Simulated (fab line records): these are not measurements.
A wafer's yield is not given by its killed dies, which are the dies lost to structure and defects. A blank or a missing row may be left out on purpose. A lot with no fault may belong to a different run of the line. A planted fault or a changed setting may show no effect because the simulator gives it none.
One fault seen from 2 desks	flow sfq_line	what lay behind the numbers comes last; until then each desk has only its own

## AT THE METROLOGY DESK
Lot by lot, what the gauges showed, no matter which tool ran the lot: averages of those sampled wafers that carry a number. If a lot's mean is further than 4 standard deviations from the usual mean, the lot is out of limits and carries the mark OUT (the distance appears in the brackets).
Columns: A = M2_NB_RS at SFQ_M2_RS_MEAS_914, usual 0.889 ohm/sq
lot	first seen here	A
L999	day 23 12:47	0.892
L100	day 23 13:50	0.881
L101	day 23 16:15	0.887
L102	day 24 05:51	0.900
L103	day 26 00:37	0.894
L104	day 26 01:51	0.885
L105	day 26 03:01	0.895
L107	day 26 15:25	0.887
L108	day 27 10:13	0.884
L110	day 28 14:51	0.883
L111	day 28 22:41	0.876
L112	day 29 01:05	0.896
L113	day 29 02:19	0.897
L114	day 29 03:29	0.886
L119	day 29 13:46	0.897
L122	day 36 09:04	0.881
Result from this desk: across the 16 lots, nothing is out of limits.

## DESK OF THE TOOL OWNER: krf_scanner-02
The tool's own readings at SFQ_TRILAYER_M2_LITHO_EXPOSE_058 (exposes mask M2, target cd 500 nm): means of the sampled wafers that have a number, for each lot that ran on this tool. If a lot's mean is further than 4 standard deviations from the usual mean, the lot is out of limits and carries the mark OUT (the distance appears in the brackets).
Columns: A = exposure_dose_mJ_cm2 at SFQ_TRILAYER_M2_LITHO_EXPOSE_058, usual 14.401; B = stage_vel_mm_s at SFQ_TRILAYER_M2_LITHO_EXPOSE_058, usual 500.03 mm/s
lot	first seen here	A	B
L999	day 29 21:57	14.424	499.80
L100	day 30 00:33	14.425	500.03
L107	day 33 06:20	14.401	500.20
L108	day 34 01:44	14.408	500.09
L110	day 35 03:08	14.391	500.18
L111	day 35 09:56	11.255 (-99 or more) OUT	499.99
L112	day 35 12:20	11.271 (-99 or more) OUT	500.06
L113	day 35 13:44	11.279 (-99 or more) OUT	499.93
L114	day 35 14:44	11.281 (-99 or more) OUT	500.45
This desk's finding: out of limits on L111, L112, L113, L114; first on L111, day 35 09:56 (exposure_dose_mJ_cm2 at SFQ_TRILAYER_M2_LITHO_EXPOSE_058). Within limits: L999, L100, L107, L108, L110.

## BROUGHT TOGETHER
The tool owner's desk had the chance to raise an alarm at day 35 09:56 on L111, L112, L113, L114.
From the metrology desk's view, nothing was out of limits.
The metrology desk holds a record of L111, L112, L113, L114, inside its limits.
SFQ_TRILAYER_M2_LITHO_EXPOSE_058 was run on krf_scanner-02 by each of the lots named.

## WHAT THE SIMULATOR HAD PUT IN
Drift in process parameters on krf_scanner-02 at SFQ_TRILAYER_M2_LITHO_EXPOSE_058, starting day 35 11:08. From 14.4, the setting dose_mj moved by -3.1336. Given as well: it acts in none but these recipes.
Lots struck among those shown: L111, L112, L113, L114.
